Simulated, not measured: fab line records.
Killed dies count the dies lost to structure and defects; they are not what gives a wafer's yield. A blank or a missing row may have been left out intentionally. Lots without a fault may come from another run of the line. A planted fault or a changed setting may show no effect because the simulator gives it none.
A struck lot beside a sound one / flow sky130 / 30 steps out of a route of 708
Sound: wafers L792.1, L792.2, L792.5. Struck: wafer L808.5 (left out: L808.3, a lot-mate that was not struck); the cause follows at the end.
For every step that has rows: the tool of each side, followed by ch and its chambers, followed by its first start. Under that, the readings that differ: sound wafers / struck wafers / difference of the means / sigmas: that difference in standard deviations of wafers without a fault.
alike: same words and numbers on both sides, and readings whose means sit less than 2 such deviations apart. not compared: any withheld reading, any reading some wafer has no value for, any bound like >300 that may hide the same value, and any number with overlapping values for which the record gives no deviation.
Wherever a step has rows on one side only, a row that says differs or no value, or a row with sigmas, the two part there. Numbers that have no deviation but don't overlap get no sigmas and don't part them. A reading that every wafer of one side lacks parts them only if that side has two wafers or more.

SKY_LI_CONTACT_OVL_MEAS_13:
  struck on overlay-02, day 34 02:41; sound on overlay-01, day 29 03:46
  alike: LI_CONTACT_OVL
SKY_LI_CONTACT_ETCH_14: etches BARC in N2/H2, stops on SiO2, time 45.9 s, target depth 60 nm.
  sound on rie-diel-01 ch 0,2, day 29 03:47; struck on rie-diel-02 ch 0, day 34 02:43
  alike: drypump-motor-current-A, oes-product-au, rf-fwd-power-W, throttle-valve-pct
  not compared: rf-hours-counter-h
SKY_LI_CONTACT_ETCH_15: etches PSG in C4F8/O2/Ar, stops on Si, target depth 600 nm.
  sound on rie-diel-01 ch 0,2, day 29 03:50; struck on rie-diel-02 ch 0, day 34 02:45
  alike: oes-product-au, rf-fwd-power-W
SKY_LI_CONTACT_STRIP_16: strips in O2/N2.
  sound on plasma-asher-03 ch 0,1, day 29 03:55; struck on plasma-asher-02 ch 1, day 34 02:52
reading=strip-time-to-endpoint-s (s); sound=3.57 3.62 3.55; struck=3.45; difference=-0.13; sigmas=-3
  alike: drypump-motor-current-A, oes-product-au
  not compared: rf-hours-counter-h
then, 3 steps without rows for these wafers: SKY_LI_CONTACT_CLEAN_17 (cleans in NMP, time 600 s); SKY_LI_CONTACT_PRE_CLEAN_18 (time 5.6 s); SKY_LI_CONTACT_SPUTTER_19 (material Ti, target thk 20 nm, time 106.37 s).
SKY_LI_CONTACT_SPUTTER_20: material TiN, target thk 20 nm, time 80 s.
  struck on pvd-sputter-01, day 34 03:13; sound on pvd-sputter-01, day 29 04:17
  alike: throttle-valve-pct
SKY_LI_CONTACT_CVD_21: deposits W, target thk 400 nm, time 120.56 s.
  sound on cvd-w-02 ch 0,1, day 29 04:21; struck on cvd-w-01 ch 1, day 34 03:19
  alike: heater-power-w
SKY_LI_CONTACT_RS_MEAS_22: uses a four-point probe to measure.
  struck on film-metro-01, day 34 03:26; sound on film-metro-02, day 29 04:29
  alike: LI_CONTACT_W_RS
SKY_LI_CONTACT_THK_MEAS_23: measures by xrf.
  struck on film-metro-01, day 34 03:32; sound on film-metro-02, day 29 04:36
  alike: LI_CONTACT_W_THK
then, 1 step without rows for these wafers: SKY_LI_CONTACT_CMP_24 (polishes, stops on PSG, t overpolish 20 s, target thk 0 nm).
SKY_LOCAL_INTERCONNECT_SPUTTER_00: material TiN, target thk 100 nm, time 83.3 s.
  struck on pvd-sputter-04, day 34 03:52; sound on pvd-sputter-04, day 29 04:58
reading=throttle-valve-pct (%); sound=30.5 29.8 30.7; struck=28.5; difference=-1.8; sigmas=-2
reading=model.TiN_of_LOCAL_INTERCONNECT_SPUTTER_00.thk-nm (nm); sound=101.5 99.94 100.7; struck=99.47; difference=-1.24; sigmas=
SKY_LOCAL_INTERCONNECT_RS_MEAS_01: uses a four-point probe to measure.
  struck on film-metro-04, day 34 03:59; sound on film-metro-04, day 29 05:01
  alike: LOCAL_INTERCONNECT_TIN_RS
SKY_LOCAL_INTERCONNECT_THK_MEAS_02: measures by xrf.
  struck on film-metro-04, day 34 04:05; sound on film-metro-04, day 29 05:08
  alike: LOCAL_INTERCONNECT_TIN_THK
then, 8 steps without rows for these wafers: SKY_LOCAL_INTERCONNECT_DEHYDRATE_03 (time 60 s); SKY_LOCAL_INTERCONNECT_HMDS_04 (prime time 60 s); SKY_LOCAL_INTERCONNECT_COAT_05 (resist thk 60 nm); SKY_LOCAL_INTERCONNECT_COAT_06 (resist thk 450 nm); SKY_LOCAL_INTERCONNECT_SOFTBAKE_07 (time 90 s); SKY_LOCAL_INTERCONNECT_EXPOSE_08 (exposes mask LI1M, target cd 170 nm); SKY_LOCAL_INTERCONNECT_PEB_09; SKY_LOCAL_INTERCONNECT_DEVELOP_10 (develop time 60 s).
SKY_LOCAL_INTERCONNECT_CD_MEAS_11 targets a cd of 170 nm.
  struck on cd-sem-01, day 35 06:02; sound on cd-sem-02, day 30 09:29
  alike: cd-nm
SKY_LOCAL_INTERCONNECT_OVL_MEAS_12:
  struck on overlay-02, day 35 06:08; sound on overlay-02, day 30 09:37
  alike: LOCAL_INTERCONNECT_OVL
then, 1 step without rows for these wafers: SKY_LOCAL_INTERCONNECT_ETCH_13 (etches BARC in N2/H2, stops on SiO2, time 45.9 s, target depth 60 nm).
SKY_LOCAL_INTERCONNECT_METAL_ETCH_14: etches TiN in Cl2/BCl3, stops on PSG, target depth 110 nm, time 31.4 s.
  sound on rie-metal-04 ch 0, day 30 09:46; struck on rie-metal-04 ch 1, day 35 06:14
reading=model.LOCAL_INTERCONNECT.feature-depth-nm (nm); sound=101.5 99.94 100.7; struck=99.47; difference=-1.24; sigmas=
reading=model.etch.depth-nm (nm); sound=101.5 99.94 100.7; struck=99.47; difference=-1.24; sigmas=
  alike: drypump-motor-current-A, oes-product-au, rf-fwd-power-W, throttle-valve-pct
  not compared: rf-hours-counter-h
then, 1 step without rows for these wafers: SKY_LOCAL_INTERCONNECT_STRIP_15 (strips in O2/N2).
SKY_LOCAL_INTERCONNECT_STRIP_16: strips in post etch residue remover, time 1200 s.
  sound on wet-bench-01 ch 1, day 30 09:58; struck on wet-bench-01 ch 0, day 35 06:22
reading=model.TiN_of_LOCAL_INTERCONNECT_SPUTTER_00.thk-nm (nm); sound=101.1 99.52 100.3; struck=99.06; difference=-1.25; sigmas=
  alike: temp-c
then, 1 step without rows for these wafers: SKY_LOCAL_INTERCONNECT_CLEAN_17 (cleans in IPA, time 180 s).

== WHERE THEY PART ==
Earliest at SKY_LI_CONTACT_STRIP_16; latest, in this record, at SKY_LOCAL_INTERCONNECT_SPUTTER_00. Later steps at which nothing parts them and some readings are alike: SKY_LOCAL_INTERCONNECT_RS_MEAS_01, SKY_LOCAL_INTERCONNECT_THK_MEAS_02, SKY_LOCAL_INTERCONNECT_CD_MEAS_11, SKY_LOCAL_INTERCONNECT_OVL_MEAS_12, SKY_LOCAL_INTERCONNECT_METAL_ETCH_14, SKY_LOCAL_INTERCONNECT_STRIP_16.

WHY: what the simulator had put in
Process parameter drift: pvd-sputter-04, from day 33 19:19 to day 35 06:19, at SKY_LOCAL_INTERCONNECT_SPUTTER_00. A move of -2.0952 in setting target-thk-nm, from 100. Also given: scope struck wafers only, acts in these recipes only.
